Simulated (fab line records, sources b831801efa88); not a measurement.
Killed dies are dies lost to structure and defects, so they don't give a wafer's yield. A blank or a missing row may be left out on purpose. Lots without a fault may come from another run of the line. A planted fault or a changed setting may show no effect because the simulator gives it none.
Chamber matching | flow sky130 | SKY_FIELD_ISO_ETCH_14 on rie_diel-02: 4 sister chambers
The step etches BARC in N2/H2, stops on SiO2, time 45.9 s, target depth 60 nm. 4 wafers are shown with their chamber, then 8 later ones without.

WAFERS WITH THEIR CHAMBER
wafer  | chamber | run_length_s (s)
L533.2 | 3       | 74.1
L537.3 | 2       | 74.1
L537.5 | 1       | 74.2
L539.2 | 0       | 74.7

WAFERS WITHOUT THEIR CHAMBER
wafer  | run_length_s (s)
L539.3 | 73.8
L539.5 | 74.1
L549.3 | 74.3
L549.4 | 73.6
L549.5 | 74.1
L552.2 | 74.6
L552.5 | 74.3
L552.6 | 73.9

WHICH CHAMBER EACH WENT THROUGH
wafer  | from the rows above               | in truth
L539.3 | can't be placed: 2 or 3 or 1      | 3
L539.5 | can't be placed: 2 or 3 or 1      | 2
L549.3 | can't be placed: 1 or 2 or 3 or 0 | 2
L549.4 | can't be placed: 2 or 3 or 1      | 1
L549.5 | can't be placed: 2 or 3 or 1      | 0
L552.2 | can't be placed: 0 or 1 or 2 or 3 | 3
L552.5 | can't be placed: 1 or 2 or 3 or 0 | 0
L552.6 | can't be placed: 2 or 3 or 1      | 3
Placed correctly: 0 of 8. Can't be placed from these rows: 8 (the true chamber is among the candidates in 7). Placed wrongly: 0.
How it was worked out, from the rows above alone: a wafer's distance from a chamber is the root of the sum, over the readings, of the square of ((its reading less the chamber's mean) divided by the reading's scatter). The wafer belongs to the nearest chamber; if the next one is less than 2 further off, it can't be placed. A chamber's mean is the mean of its shown wafers. The scatter: with one shown wafer a chamber, the root of the mean of the squares of how far each hidden wafer lies from its nearest shown one.
